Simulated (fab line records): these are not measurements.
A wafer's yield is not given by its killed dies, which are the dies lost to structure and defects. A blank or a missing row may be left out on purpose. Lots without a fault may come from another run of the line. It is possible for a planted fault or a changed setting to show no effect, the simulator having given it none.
2 desks looking at one fault || flow sky130 || each desk holds nothing but its own numbers, with what lay behind them at the end

== FROM THE METROLOGY DESK ==
What the gauges read, lot by lot, whatever tool the lot ran on: means of the sampled wafers that have a number. Any lot whose mean is over 4 standard deviations away from the usual mean is out of limits and marked OUT; that distance is given in the brackets.
Columns: A = VT_ADJUST_LVTN_TW at SKY_VT_ADJUST_LVTN_TW_MEAS_10, usual 240.8; B = cd nm at SKY_POLY_GATE_CD_MEAS_13, usual 150.1 nm; C = LDD_P_OVL at SKY_LDD_P_OVL_MEAS_08, usual 0.6 nm
{"lot": "L563", "first seen here": "day 7 03:16", "A": 239.7, "B": 151.2, "C": 0.9}
{"lot": "L566", "first seen here": "day 7 19:01", "A": 241.7, "B": 149.0, "C": -0.0}
{"lot": "L568", "first seen here": "day 8 16:56", "A": 241.6, "B": 150.1, "C": 2.2}
{"lot": "L567", "first seen here": "day 8 17:17", "A": 237.7, "B": 150.1, "C": 3.9}
{"lot": "L570", "first seen here": "day 8 18:19", "A": 242.1, "B": 150.2, "C": -0.1}
{"lot": "L569", "first seen here": "day 8 19:49", "A": 242.2, "B": 150.5, "C": 1.8}
{"lot": "L572", "first seen here": "day 9 09:29", "A": 243.0, "B": 150.1, "C": 0.1}
{"lot": "L574", "first seen here": "day 9 20:49", "A": 239.3, "B": 149.8, "C": 0.7}
{"lot": "L575", "first seen here": "day 10 07:13", "A": 242.4, "B": 153.4, "C": -0.1}
{"lot": "L576", "first seen here": "day 10 16:08", "A": 242.6, "B": 148.8, "C": 0.9}
{"lot": "L577", "first seen here": "day 10 17:09", "A": 241.5, "B": 149.6, "C": 0.7}
{"lot": "L584", "first seen here": "day 12 13:17", "A": 238.8, "B": 149.3, "C": 0.7}
{"lot": "L585", "first seen here": "day 12 22:04", "A": 241.9, "B": 149.3, "C": 2.1}
{"lot": "L586", "first seen here": "day 13 07:49", "A": 242.3, "B": 151.7, "C": -1.5}
This desk's finding: nothing out of limits on any of the 14 lots.

== THE TOOL OWNER'S DESK: litho track-04 ==
The tool's own readings at SKY_RES_PROTECT_SOFTBAKE_03 (time 60 s): means of the sampled wafers that have a number, for each lot that ran on this tool. Any lot whose mean is over 4 standard deviations away from the usual mean is out of limits and marked OUT; that distance is given in the brackets.
Columns: A = resist line temp C at SKY_RES_PROTECT_SOFTBAKE_03, usual 23.00 C; B = run length s at SKY_RES_PROTECT_SOFTBAKE_03, usual 89.33 s
{"lot": "L568", "first seen here": "day 16 23:13", "A": 22.99, "B": 89.49}
{"lot": "L569", "first seen here": "day 16 23:46", "A": 22.90, "B": 89.48}
{"lot": "L572", "first seen here": "day 17 19:29", "A": 22.95, "B": 89.50}
{"lot": "L575", "first seen here": "day 18 23:49", "A": 23.12, "B": "92.75 (+13) OUT"}
{"lot": "L576", "first seen here": "day 19 10:28", "A": 22.78, "B": "92.83 (+13) OUT"}
{"lot": "L584", "first seen here": "day 21 22:28", "A": 23.00, "B": 89.54}
{"lot": "L586", "first seen here": "day 22 18:07", "A": 22.90, "B": 89.56}
This desk's finding: out of limits on L575, L576; first on L575, day 18 23:49 (run length s at SKY_RES_PROTECT_SOFTBAKE_03). L568, L569, L572, L584, L586: within limits.

== TAKEN TOGETHER ==
The tool owner's desk could have raised an alarm at day 18 23:49, on L575, L576.
From the metrology desk's view, nothing was out of limits.
The metrology desk holds a record of L575, L576, inside its limits.
All the named lots went through SKY_RES_PROTECT_SOFTBAKE_03 on litho track-04.

== WHAT THE SIMULATOR HAD PUT IN ==
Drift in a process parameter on litho track-04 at SKY_RES_PROTECT_SOFTBAKE_03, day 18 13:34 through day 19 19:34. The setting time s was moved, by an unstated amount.
Struck lots among those shown: L575, L576.
Delay in hours, fault start to first out-of-limits reading, by desk: the tool owner's desk at 10.
